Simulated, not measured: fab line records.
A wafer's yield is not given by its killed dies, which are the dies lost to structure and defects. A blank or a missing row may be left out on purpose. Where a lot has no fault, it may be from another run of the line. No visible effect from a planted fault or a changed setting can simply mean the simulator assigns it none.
Chamber matching + flow sky130 + SKY_CONTACT_ETCH_17 on rie-diel-02: 4 sister chambers
The step etches SiO2 in C4F8/O2/Ar, stops on Si3N4, target depth 340 nm. 4 wafers are shown with their chamber, then 7 later ones without.

## WAFERS PAIRED WITH THEIR CHAMBERS
| wafer  | chamber | oes-product-au (a.u.) |
|--------|---------|-----------------------|
| L565.3 | 0       | 0.897                 |
| L565.5 | 1       | 0.895                 |
| L571.3 | 2       | 0.892                 |
| L571.4 | 3       | 0.888                 |

## WAFERS WITH NO CHAMBER GIVEN
| wafer  | oes-product-au (a.u.) |
|--------|-----------------------|
| L571.5 | 0.896                 |
| L573.1 | 0.890                 |
| L573.2 | 0.892                 |
| L573.4 | 0.888                 |
| L574.1 | 0.891                 |
| L574.2 | 0.887                 |
| L574.3 | 0.884                 |

## EACH ONE'S CHAMBER
| wafer  | from the rows above          | in truth                   |
|--------|------------------------------|----------------------------|
| L571.5 | can't be placed: 0 or 1 or 2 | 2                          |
| L573.1 | can't be placed: 2 or 3 or 1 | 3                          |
| L573.2 | can't be placed: 2 or 1      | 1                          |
| L573.4 | 3                            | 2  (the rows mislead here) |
| L574.1 | can't be placed: 2 or 3 or 1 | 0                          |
| L574.2 | 3                            | 3                          |
| L574.3 | 3                            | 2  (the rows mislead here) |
Correctly placed: 1 of 7. Not placeable from these rows: 4 (in 3, the candidates include the true chamber). Wrongly placed: 2.
How it was worked out, from the rows above alone: a wafer's distance from a chamber is the root of the sum, over the readings, of the square of ((its reading less the chamber's mean) divided by the reading's scatter). The wafer belongs to the nearest chamber; if the next one is less than 2 further off, it can't be placed. For every chamber, the mean is computed from those of its wafers that are shown. The scatter: with one shown wafer a chamber, the root of the mean of the squares of how far each hidden wafer lies from its nearest shown one.
